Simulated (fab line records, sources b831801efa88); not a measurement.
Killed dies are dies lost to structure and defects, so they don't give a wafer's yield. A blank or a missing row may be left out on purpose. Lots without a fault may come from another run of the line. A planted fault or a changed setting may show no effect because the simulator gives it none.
Split-lot experiment | flow sky130 | 5 lots, 23 wafers read, on a route of 708 steps

THE SPLIT
At SKY_FIELD_ISO_ETCH_17 (etches Si in HBr/Cl2/O2, target depth 342 nm, time 97.7 s), the setting time_s was moved away from the recipe's 97.7 s on 10 of the 23 wafers read, by -13.6% to +7.8%. The other wafers ran this setting at the recipe's value.

The reading is taken at the split's own step.

THE READING
FIELD_ISO.feature_depth_nm (the simulator's own value, which no gauge read), in nm, at SKY_FIELD_ISO_ETCH_17 (etches Si in HBr/Cl2/O2, target depth 342 nm, time 97.7 s). The file gives no usual value for it. The 13 wafers here that ran the recipe average 346.1 nm, standard deviation 4.4 nm.

wafer  | tool, chamber at the split | time_s as run, s | against the recipe | FIELD_ISO.feature_depth_nm, nm | against lot-mates on the recipe
L074.1 | rie_si-01, 0               | 97.7             | recipe             | 342.4                          | -
L074.2 | rie_si-01, 1               | 97.7             | recipe             | 348.1                          | -
L074.4 | rie_si-01, 2               | 92.29            | -5.5%              | 323.4                          | -21.9
L074.5 | rie_si-01, 3               | 92.29            | -5.5%              | 317.3                          | -27.9
L074.6 | rie_si-01, 2               | 92.29            | -5.5%              | 326.1                          | -19.1
L077.1 | rie_si-01, 1               | 97.7             | recipe             | 347.1                          | -
L077.2 | rie_si-01, 3               | 97.7             | recipe             | 335.2                          | -
L077.3 | rie_si-01, 0               | 105.3            | +7.8%              | 363.2                          | +22.1
L077.4 | rie_si-01, 2               | 105.3            | +7.8%              | 370.8                          | +29.7
L077.6 | rie_si-01, 0               | 105.3            | +7.8%              | 364.9                          | +23.8
L081.1 | rie_si-01, 3               | 97.7             | recipe             | 338.5                          | -
L081.2 | rie_si-01, 2               | 97.7             | recipe             | 347.3                          | -
L081.4 | rie_si-01, 1               | 102.9            | +5.3%              | 364.5                          | +20.2
L081.5 | rie_si-01, 0               | 102.9            | +5.3%              | 359                            | +14.7
L081.6 | rie_si-01, 1               | 97.7             | recipe             | 347                            | -
L083.4 | rie_si-02, 1               | 97.7             | recipe             | 348.4                          | -
L083.5 | rie_si-02, 0               | 97.7             | recipe             | 346.1                          | -
L083.6 | rie_si-02, 1               | 97.7             | recipe             | 350.2                          | -
L085.1 | rie_si-02, 0               | 97.7             | recipe             | 348.8                          | -
L085.2 | rie_si-02, 1               | 97.7             | recipe             | 350.1                          | -
L085.3 | rie_si-02, 2               | 97.7             | recipe             | 349.8                          | -
L085.4 | rie_si-02, 3               | 84.4             | -13.6%             | 299.6                          | -50.0
L085.6 | rie_si-02, 3               | 84.4             | -13.6%             | 299.2                          | -50.4

THE FIT
A straight line over all 23 wafers: FIELD_ISO.feature_depth_nm changes by +3.26 nm for each +1% of time_s; r = +0.97; the points scatter about the line by 4.7 nm.
The same after taking each lot's own level away (the mean of its wafers on the recipe; 23 wafers): +3.58 nm for each +1%; r = +0.99; scatter 3.6 nm.
On that fit, the largest move of time_s shifts the reading by 49 nm.
The lots' own levels span 341.15 to 349.57 nm, that is 1.9 times the standard deviation above.
So the lot-to-lot level changes the slope little: the two slopes agree.
Check: with one of the wafers moved furthest among these (-13.6%) left out of the fit, the line predicts -49.7 nm for it against its lot-mates. It came out at -50 nm against them.

OTHER SPLITS ON THESE WAFERS
These wafers also went through other splits before the reading. Each is held against what the fit with the lots' levels taken away leaves over:
other split on the same wafers      | wafers away from the commonest value | r with FIELD_ISO.feature_depth_nm (lot level and that fit taken away)
SKY_FIELD_ISO_CVD_03 pressure_mtorr | 15                                   | -0.05
SKY_FIELD_ISO_COAT_08 spin_rpm      | 10                                   | +0.05

THE WHOLE CHAIN: every reading that the file lists as answering this split, in the file's order
step                  | what it does                                              | reading                                                                     | change (the file's fit)              | r (the file's)
SKY_FIELD_ISO_ETCH_17 | etches Si in HBr/Cl2/O2, target depth 342 nm, time 97.7 s | etch.depth_nm (the simulator's own value, which no gauge read)              | +3.93 nm for each +1% of the setting | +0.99
SKY_FIELD_ISO_ETCH_17 | etches Si in HBr/Cl2/O2, target depth 342 nm, time 97.7 s | FIELD_ISO.feature_depth_nm (the simulator's own value, which no gauge read) | +3.6 nm for each +1% of the setting  | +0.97

THE FILE'S OWN FIT
FIELD_ISO.feature_depth_nm changes by +3.6 nm for each +1% of time_s, r = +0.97.
